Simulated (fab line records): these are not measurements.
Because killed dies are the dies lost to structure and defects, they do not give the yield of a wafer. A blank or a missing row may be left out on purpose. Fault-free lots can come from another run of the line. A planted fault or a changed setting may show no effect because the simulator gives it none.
fab line records	flow gf180mcu
[record] lots = 15	wafers = 45	last_day = 35
route steps=602 shown HV_LDD@209 M1@332 V1@349
lots that met no fault: taken from a fault-free run of the same line
start_h: hours from the record's opening day to when the first of the lot's shown wafers began	wait_h: hours elapsed since this lot's preceding step	" unchanged from the row above	L1.1+2: one row covering several wafers at once	- no value, or no start was given	* or withheld: withheld	< > ~ a bound
route shown NAME@n: NAME is a module with steps in the file, n the number in the route of the first one	usual: mean/standard deviation taken from wafers without a fault	same: alike in all rows	chamber/n: place in a boat	sites: each site's reading	_std_site: standard deviation of those values	_edge_site: outer sites' mean less inner sites'	radius_mm: for every site, how far away it sits from the centre of the wafer	mask NAME#n: copy n	behind: the tool/chamber that last shaped the wafer	hold: the reason the lot was held/the length of the hold in hours/how it ended	device: which transistor (n, p or np) failed to switch	end of line: tests of these same wafers at the route's end	a step without rows: its recipe alone	killed: dies that structure and defects cost at the first sort, which is not the same as the wafer's yield	map: a wafer's dies, marking killed ones x, the rest . and places with no die _
set.NAME: the setting that was run; set.NAME@STEP: the one run at that earlier step	model.NAME: the simulator's own value behind a step, which no gauge read
route steps across a sampled set of lots; one table per step, one row per wafer
services: a tool's chamber out of use, with start hour (start_h, from the record's first day; less than 0 if before it), hours out, and reason
[[steps]]
[step GF_HV_LDD_IMPLANT_33]
[recipe] species = P	energy_kev = 60	dose_cm2 = 7.5e+12	tilt_deg = 30	rotation_deg = 0
[usual] beam_energy_keV = 60.001/0.018	beam_on_s = 10.00/0.18	implant_ion_amu = 31/0	tilt_deg = 29.995/0.02
lot.wafer	tool	chamber	start_h	wait_h	beam_energy_keV	beam_on_s	implant_ion_amu	tilt_deg
L438.2	implanter-01	0	262.64	0.0	59.990	9.71	31	29.998
L438.4	"	0	"	"	60.021	9.84	31	30.023
L438.6	"	0	"	"	59.978	9.76	31	29.999
L440.2	implanter-02	0	283.89	0.0	59.992	10.06	31	29.989
L440.3	"	0	"	"	60.005	10.05	31	29.966
L440.6	"	0	"	"	60.006	9.82	31	30.026
L441.1	implanter-02	0	288.97	0.0	59.994	10.39	31	29.979
L441.2	"	0	"	"	59.967	10.08	31	29.995
L441.4	"	0	"	"	60.001	10.04	31	30.009
L442.2	implanter-02	0	297.10	0.0	59.998	9.62	31	30.006
L442.3	"	0	"	"	60.023	9.90	31	29.994
L442.6	"	0	"	"	59.993	9.85	31	30.012
L444.1	implanter-02	-	318.82	0.0	-	-	-	-
L444.2	"	-	"	"	-	-	-	-
L444.3	"	-	"	"	-	-	-	-
L445.3	implanter-02	-	323.27	0.1	-	-	-	-
L445.4	"	-	"	"	-	-	-	-
L445.5	"	-	"	"	-	-	-	-
L446.3	implanter-01	-	327.72	0.1	-	-	-	-
L446.4	"	-	"	"	-	-	-	-
L446.6	"	-	"	"	-	-	-	-
L448.3	implanter-02	0	345.22	0.1	60.041	10.08	31	30.016
L448.5	"	0	"	"	60.014	9.80	31	30.028
L448.6	"	0	"	"	60.015	10.21	31	29.996
L450.1	implanter-01	0	357.72	0.0	60.008	10.27	31	29.997
L450.5	"	0	"	"	59.985	9.99	31	30.006
L450.6	"	0	"	"	60.002	9.89	31	30.009
L451.3	implanter-02	0	366.87	0.1	59.998	10.13	31	30.024
L451.5	"	0	"	"	59.966	10.34	31	30.023
L451.6	"	0	"	"	59.959	9.74	31	30.023
L452.2	implanter-02	0	381.49	0.0	60.007	10.31	31	29.978
L452.5	"	0	"	"	60.021	10.06	31	29.951
L452.6	"	0	"	"	59.998	9.79	31	29.987
L454.2	implanter-02	0	392.34	0.0	59.996	10.18	31	30.024
L454.3	"	0	"	"	59.983	9.77	31	29.988
L454.5	"	0	"	"	59.987	9.82	31	29.974
L457.1	implanter-03	0	412.67	0.0	60.009	10.12	31	30.020
L457.2	"	0	"	"	60.009	10.14	31	29.985
L457.4	"	0	"	"	60.038	10.22	31	29.975
L458.2	implanter-01	0	418.78	0.0	60.032	10.20	31	30.016
L458.5	"	0	"	"	60.015	10.20	31	30.000
L458.6	"	0	"	"	60.007	9.94	31	30.000
L460.3	implanter-01	0	443.02	0.2	59.957	9.99	31	29.982
L460.5	"	0	"	"	60.016	10.06	31	29.975
L460.6	"	0	"	"	60.032	9.82	31	30.015
[step GF_HV_LDD_STRIP_37]
[recipe] chemistry = O2/N2	power_w = 1400	pressure_mtorr = 1500	platen_temp_c = 250	o2_flow_sccm = 3000	n2_flow_sccm = 300	overash_fraction = 0.5
[usual] drypump_motor_current_A = 5.9/0.4	heater_power_w = 330/17	oes_product_au = 0.716/0.0044	strip_time_to_endpoint_s = 12.64/0.035
lot.wafer	tool	chamber	start_h	wait_h	drypump_motor_current_A	heater_power_w	oes_product_au	rf_hours_counter_h	strip_time_to_endpoint_s
L438.2	plasma_asher-04	0	263.22	0.1	5.3	321	0.721	60	12.61
L438.4	"	1	"	"	6.0	343	0.714	-	12.63
L438.6	"	0	"	"	5.2	326	0.719	-	12.60
L440.2	plasma_asher-01	1	284.47	0.1	6.0	325	0.710	46	12.63
L440.3	"	0	"	"	6.3	347	0.722	-	12.66
L440.6	"	0	"	"	6.3	350	0.715	-	12.63
L441.1	plasma_asher-03	0	289.57	0.1	5.2	332	0.711	17	12.65
L441.2	"	1	"	"	5.6	293	0.720	17	12.64
L441.4	"	0	"	"	5.2	330	0.708	-	12.68
L442.2	plasma_asher-04	0	297.67	0.1	5.3	314	0.713	64	12.66
L442.3	"	1	"	"	6.0	344	0.719	-	12.68
L442.6	"	1	"	"	6.0	355	0.716	-	12.64
L444.1	plasma_asher-01	0	319.42	0.1	6.3	346	0.713	51	12.68
L444.2	"	1	"	"	6.0	313	0.711	51	12.67
L444.3	"	1	"	"	6.0	308	0.719	-	12.64
L445.3	plasma_asher-04	0	323.85	0.1	5.3	322	0.723	-	12.67
L445.4	"	1	"	"	6.0	343	0.719	-	12.63
L445.5	"	0	"	"	5.3	318	0.709	-	12.66
L446.3	plasma_asher-01	1	328.30	0.1	6.0	322	0.718	-	12.70
L446.4	"	0	"	"	6.3	354	0.707	-	12.63
L446.6	"	0	"	"	6.3	355	0.712	-	12.68
L448.3	plasma_asher-01	1	345.81	0.1	6.0	319	0.717	-	12.63
L448.5	"	0	"	"	6.3	346	0.722	-	12.64
L448.6	"	1	"	"	6.0	313	0.721	-	12.65
L450.1	plasma_asher-03	1	358.32	0.1	5.6	289	0.718	23	12.60
L450.5	"	1	"	"	5.6	292	0.712	-	12.63
L450.6	"	0	"	"	5.2	325	0.721	-	12.64
L451.3	plasma_asher-01	1	367.45	0.1	6.0	316	0.707	-	12.61
L451.5	"	1	"	"	6.0	310	0.712	-	12.62
L451.6	"	0	"	"	6.3	350	0.714	-	12.61
L452.2	plasma_asher-01	1	382.07	0.1	6.1	318	0.723	57	12.63
L452.5	"	1	"	"	6.0	316	0.718	-	12.71
L452.6	"	0	"	"	6.3	342	0.718	-	12.66
L454.2	plasma_asher-01	1	392.92	0.1	6.1	315	0.717	58	12.64
L454.3	"	0	"	"	6.3	341	0.721	-	12.61
L454.5	"	1	"	"	6.1	314	0.714	-	12.62
L457.1	plasma_asher-04	1	413.27	0.1	6.0	342	0.716	76	12.65
L457.2	"	0	"	"	5.2	318	0.722	76	12.63
L457.4	"	1	"	"	6.0	349	0.715	-	12.63
L458.2	plasma_asher-04	1	419.35	0.1	6.0	353	0.714	76	12.64
L458.5	"	0	"	"	5.3	322	0.724	-	12.61
L458.6	"	1	"	"	6.0	349	0.717	-	12.60
L460.3	plasma_asher-01	1	443.60	0.1	6.0	324	0.720	-	12.62
L460.5	"	1	"	"	6.1	316	0.719	-	12.63
L460.6	"	0	"	"	6.3	341	0.712	-	12.57
[step GF_HV_LDD_TW_MEAS_38]
[usual] HV_LDD_3_TW = 1432/12
lot.wafer	tool	chamber	start_h	wait_h	hold	HV_LDD_3_TW
L438.2	film_metro-02	-	263.33	0.1	-	1436
L438.4	"	-	"	"	-	1442
L438.6	"	-	"	"	-	1436
L440.2	film_metro-01	-	284.58	0.1	-	1427
L440.3	"	-	"	"	-	1439
L440.6	"	-	"	"	-	1433
L441.1	film_metro-04	-	289.67	0.1	-	1416
L441.2	"	-	"	"	-	1417
L441.4	"	-	"	"	-	1419
L442.2	film_metro-04	-	297.78	0.1	-	1416
L442.3	"	-	"	"	-	1414
L442.6	"	-	"	"	-	1423
L444.1	film_metro-02	-	319.52	0.1	await_dispo/0.2h/release	1327
L444.2	"	-	"	"	await_dispo/0.2h/release	1321
L444.3	"	-	"	"	await_dispo/0.2h/release	1318
L444.1	film_metro-02	-	319.74	0.2	-	1323
L444.2	"	-	"	"	-	1319
L444.3	"	-	"	"	-	1319
L445.3	film_metro-04	-	323.94	0.1	await_dispo/0.2h/release	1295
L445.4	"	-	"	"	await_dispo/0.2h/release	1288
L445.5	"	-	"	"	await_dispo/0.2h/release	1295
L445.3	film_metro-04	-	324.16	0.2	-	1294
L445.4	"	-	"	"	-	1305
L445.5	"	-	"	"	-	1295
L446.3	film_metro-01	-	328.39	0.1	await_dispo/0.2h/release	1311
L446.4	"	-	"	"	await_dispo/0.2h/release	1320
L446.6	"	-	"	"	await_dispo/0.2h/release	1314
L446.3	film_metro-01	-	328.61	0.2	-	1314
L446.4	"	-	"	"	-	1320
L446.6	"	-	"	"	-	1319
L448.3	film_metro-04	-	345.89	0.1	-	1414
L448.5	"	-	"	"	-	1416
L448.6	"	-	"	"	-	1415
L450.1	film_metro-02	-	358.42	0.1	-	1434
L450.5	"	-	"	"	-	1439
L450.6	"	-	"	"	-	1440
L451.3	film_metro-04	-	367.54	0.1	-	1417
L451.5	"	-	"	"	-	1418
L451.6	"	-	"	"	-	1409
L452.2	film_metro-04	-	382.18	0.1	-	1419
L452.5	"	-	"	"	-	1424
L452.6	"	-	"	"	-	1418
L454.2	film_metro-04	-	393.03	0.1	-	1423
L454.3	"	-	"	"	-	1418
L454.5	"	-	"	"	-	1427
L457.1	film_metro-04	-	413.37	0.1	-	1422
L457.2	"	-	"	"	-	1417
L457.4	"	-	"	"	-	1421
L458.2	film_metro-01	-	419.46	0.1	-	1436
L458.5	"	-	"	"	-	1443
L458.6	"	-	"	"	-	1445
L460.3	film_metro-02	-	443.69	0.1	-	1445
L460.5	"	-	"	"	-	1451
L460.6	"	-	"	"	-	1445
[step GF_HV_LDD_RS_MEAS_53]
[recipe] thk_meas_gauge = four-point-probe
[usual] HV_LDD_RS = 418.2/0.93
lot.wafer	tool	chamber	start_h	wait_h	hold	HV_LDD_RS[ohm/sq]
L438.2	film_metro-02	-	282.87	0.1	-	418.9
L438.4	"	-	"	"	-	416.9
L438.6	"	-	"	"	-	418.4
L440.2	film_metro-04	-	304.16	0.1	-	420.0
L440.3	"	-	"	"	-	419.3
L440.6	"	-	"	"	-	418.9
L441.1	film_metro-01	-	310.50	0.1	-	417.9
L441.2	"	-	"	"	-	417.9
L441.4	"	-	"	"	-	417.9
L442.2	film_metro-01	-	319.22	0.1	-	418.8
L442.3	"	-	"	"	-	418.3
L442.6	"	-	"	"	-	418.9
L444.1	film_metro-04	-	341.34	0.1	await_dispo/0.2h/release	439.5
L444.2	"	-	"	"	await_dispo/0.2h/release	440.6
L444.3	"	-	"	"	await_dispo/0.2h/release	440.4
L444.1	film_metro-04	-	341.63	0.3	-	440.5
L444.2	"	-	"	"	-	440.2
L444.3	"	-	"	"	-	441.2
L445.3	film_metro-04	-	346.50	0.1	await_dispo/0.2h/release	437.7
L445.4	"	-	"	"	await_dispo/0.2h/release	437.3
L445.5	"	-	"	"	await_dispo/0.2h/release	435.7
L445.3	film_metro-04	-	346.78	0.3	-	437.4
L445.4	"	-	"	"	-	438.0
L445.5	"	-	"	"	-	438.0
L446.3	film_metro-02	-	350.23	0.1	await_dispo/0.2h/release	439.6
L446.4	"	-	"	"	await_dispo/0.2h/release	438.7
L446.6	"	-	"	"	await_dispo/0.2h/release	439.1
L446.3	film_metro-02	-	350.52	0.3	-	439.0
L446.4	"	-	"	"	-	438.7
L446.6	"	-	"	"	-	439.2
L448.3	film_metro-01	-	368.44	0.1	-	418.2
L448.5	"	-	"	"	-	418.4
L448.6	"	-	"	"	-	417.7
L450.1	film_metro-01	-	381.59	0.1	-	420.2
L450.5	"	-	"	"	-	419.8
L450.6	"	-	"	"	-	419.4
L451.3	film_metro-04	-	390.97	0.1	-	418.2
L451.5	"	-	"	"	-	418.7
L451.6	"	-	"	"	-	419.1
L452.2	film_metro-01	-	405.57	0.1	-	419.8
L452.5	"	-	"	"	-	419.8
L452.6	"	-	"	"	-	419.9
L454.2	film_metro-02	-	416.16	0.1	-	418.2
L454.3	"	-	"	"	-	417.9
L454.5	"	-	"	"	-	417.1
L457.1	film_metro-01	-	437.13	0.1	-	416.8
L457.2	"	-	"	"	-	417.3
L457.4	"	-	"	"	-	417.7
L458.2	film_metro-01	-	443.27	0.1	-	417.4
L458.5	"	-	"	"	-	418.2
L458.6	"	-	"	"	-	417.3
L460.3	film_metro-02	-	468.43	0.1	-	418.6
L460.5	"	-	"	"	-	419.6
L460.6	"	-	"	"	-	417.8
[step GF_M1_STRIP_17]
[recipe] chemistry = O2/N2	power_w = 1400	pressure_mtorr = 1500	platen_temp_c = 250	o2_flow_sccm = 3000	n2_flow_sccm = 300	overash_fraction = 0.5
[usual] drypump_motor_current_A = 5.6/0.52	heater_power_w = 322/26	oes_product_au = 0.538/0.005	strip_time_to_endpoint_s = 7.39/0.055
lot.wafer	tool	chamber	start_h	wait_h	drypump_motor_current_A	heater_power_w	oes_product_au	rf_hours_counter_h	strip_time_to_endpoint_s
L438.2	plasma_asher-03	0	397.33	0.2	5.2	330	0.541	27	7.41
L438.4	"	0	"	"	5.2	329	0.532	-	7.35
L438.6	"	1	"	"	5.6	287	0.544	-	7.40
L440.2	plasma_asher-03	1	424.21	0.2	5.6	288	0.538	29	7.37
L440.3	"	1	"	"	5.6	294	0.536	-	7.39
L440.6	"	1	"	"	5.6	290	0.533	-	7.33
L441.1	plasma_asher-01	1	432.86	0.2	6.0	309	0.542	63	7.40
L441.2	"	0	"	"	6.3	344	0.533	63	7.37
L441.4	"	1	"	"	6.0	318	0.529	-	7.36
L442.2	plasma_asher-02	1	439.82	0.1	5.4	367	0.539	81	7.42
L442.3	"	1	"	"	5.4	365	0.536	-	7.45
L442.6	"	0	"	"	4.7	287	0.538	-	7.40
L448.3	plasma_asher-01	0	493.58	0.1	6.3	349	0.546	-	7.33
L448.5	"	0	"	"	6.3	343	0.531	-	7.33
L448.6	"	1	"	"	6.0	319	0.539	-	7.36
L450.1	plasma_asher-02	1	505.53	0.1	5.5	367	0.545	88	7.45
L450.5	"	1	"	"	5.5	369	0.545	-	7.44
L450.6	"	0	"	"	4.7	296	0.535	-	7.30
L451.3	plasma_asher-01	0	517.21	0.1	6.3	341	0.535	-	7.42
L451.5	"	0	"	"	6.3	345	0.535	-	7.38
L451.6	"	1	"	"	6.0	315	0.537	-	7.38
L452.2	plasma_asher-02	1	529.93	0.1	5.5	363	0.535	90	7.35
L452.5	"	1	"	"	5.5	367	0.540	-	7.36
L452.6	"	0	"	"	4.7	288	0.540	-	7.52
L454.2	plasma_asher-03	0	547.64	0.1	5.1	333	0.531	43	7.25
L454.3	"	1	"	"	5.7	291	0.538	-	7.42
L454.5	"	0	"	"	5.2	323	0.538	-	7.26
L457.1	plasma_asher-03	0	573.28	0.1	5.2	323	0.537	46	7.37
L457.2	"	1	"	"	5.6	297	0.537	46	7.38
L457.4	"	0	"	"	5.2	340	0.540	-	7.35
L458.2	plasma_asher-01	0	573.67	0.1	6.3	359	0.541	78	7.51
L458.5	"	1	"	"	6.1	311	0.536	-	7.34
L458.6	"	0	"	"	6.3	353	0.543	-	7.54
L460.3	plasma_asher-01	1	596.53	0.1	6.0	322	0.536	-	7.39
L460.5	"	1	"	"	6.0	313	0.533	-	7.34
L460.6	"	0	"	"	6.3	344	0.537	-	7.40
[step GF_V1_CD_MEAS_14]
[recipe] target_cd_nm = 260
[usual] cd_nm = 260.2/1.3
lot.wafer	tool	chamber	start_h	wait_h	cd_nm
L438.2	cd_sem-02	-	421.43	0.1	258.3
L438.4	"	-	"	"	258.3
L438.6	"	-	"	"	258.6
L440.2	cd_sem-01	-	449.38	0.1	259.7
L440.3	"	-	"	"	259.9
L440.6	"	-	"	"	259.6
L441.1	cd_sem-01	-	457.76	0.1	260.2
L441.2	"	-	"	"	260.2
L441.4	"	-	"	"	260.7
L442.2	cd_sem-02	-	465.18	0.1	261.0
L442.3	"	-	"	"	261.9
L442.6	"	-	"	"	261.3
L448.3	cd_sem-01	-	518.15	0.1	259.9
L448.5	"	-	"	"	260.0
L448.6	"	-	"	"	260.1
L450.1	cd_sem-02	-	530.04	0.1	260.5
L450.5	"	-	"	"	259.7
L450.6	"	-	"	"	260.7
L451.3	cd_sem-01	-	541.68	0.1	263.1
L451.5	"	-	"	"	260.9
L451.6	"	-	"	"	261.5
L452.2	cd_sem-01	-	553.68	0.1	262.0
L452.5	"	-	"	"	261.1
L452.6	"	-	"	"	261.5
L454.2	cd_sem-02	-	571.88	0.1	261.2
L454.3	"	-	"	"	260.6
L454.5	"	-	"	"	260.4
L457.1	cd_sem-02	-	598.54	0.1	257.2
L457.2	"	-	"	"	259.3
L457.4	"	-	"	"	258.5
L458.2	cd_sem-02	-	599.33	0.1	259.2
L458.5	"	-	"	"	258.6
L458.6	"	-	"	"	258.9
L460.3	cd_sem-01	-	618.40	0.1	257.6
L460.5	"	-	"	"	258.4
L460.6	"	-	"	"	258.4
[[services]]
tool	chamber	start_h	hours	kind
implanter-02	-	275.57	4.9	pm
plasma_asher-03	-	301.62	14.6	pm
implanter-01	-	310.54	2.3	repair
implanter-03	-	325.91	5.7	repair
implanter-01	-	339.14	1.2	repair
implanter-01	-	353.21	2.0	repair
plasma_asher-02	-	379.27	0.9	repair
plasma_asher-03	-	413.87	2.8	pm
implanter-02	-	418.71	27.7	pm
plasma_asher-04	-	421.25	9.0	pm
plasma_asher-04	0	421.25	9.0	vent_cycle
plasma_asher-04	1	421.25	9.0	vent_cycle
plasma_asher-04	0	430.25	-	clean
plasma_asher-04	1	430.25	-	clean
implanter-01	-	448.65	2.0	repair
plasma_asher-04	-	451.01	1.0	repair
implanter-03	-	515.15	2.1	repair
implanter-02	-	539.98	1.5	repair
implanter-01	-	545.81	3.7	repair
plasma_asher-01	-	565.52	2.8	pm
implanter-03	-	565.72	6.3	pm
plasma_asher-02	-	571.81	6.5	pm
implanter-03	-	575.85	1.0	repair
[[key]]
[first_sign] step = GF_HV_LDD_IMPLANT_33	reading = tool_record	direction = missing
[effect] step = GF_HV_LDD_TW_MEAS_38	reading = visit	direction = added
[effect] step = GF_HV_LDD_TW_MEAS_38	reading = HV_LDD_3_TW	direction = down	sigmas = 9.8	usual = 1432	struck = 1310
[effect] step = GF_HV_LDD_RS_MEAS_53	reading = visit	direction = added
[effect] step = GF_HV_LDD_RS_MEAS_53	reading = HV_LDD_RS	direction = up	sigmas = 22	usual = 418.2	struck = 438.7
met_at GF_HV_LDD_IMPLANT_33
struck_lots L444,L445,L446
later_rows_left_out L444.1,L444.2,L444.3,L445.3,L445.4,L445.5,L446.3,L446.4,L446.6
sort_left_out L444.1,L444.2,L444.3,L445.3,L445.4,L445.5,L446.3,L446.4,L446.6
tester_left_out L444,L445,L446
not_acting_at GF_HV_LDD_STRIP_37,GF_M1_STRIP_17,GF_V1_CD_MEAS_14
onset_between 297.10 318.82
[fault] kind = skipped_step_whole	tool = implanter-01,implanter-02	chamber = -	onset_h = 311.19	steps = GF_HV_LDD_IMPLANT_33	scope = struck_lots_only
// tester_left_out: of these lots the tester's yield and bins aren't shown, on N5 and GAA mostly nor the transistor test; their killed dies are dies lost to structure and defects alone, not to doping, threshold or leakage, so they don't give the yield
// sort_left_out: the simulated sort isn't trusted on such a fault, so these wafers' sort isn't shown, and their yield isn't known
// later_rows_left_out: the simulator's readings of these wafers behind a module that went badly wrong aren't trusted and aren't shown, but for the sort
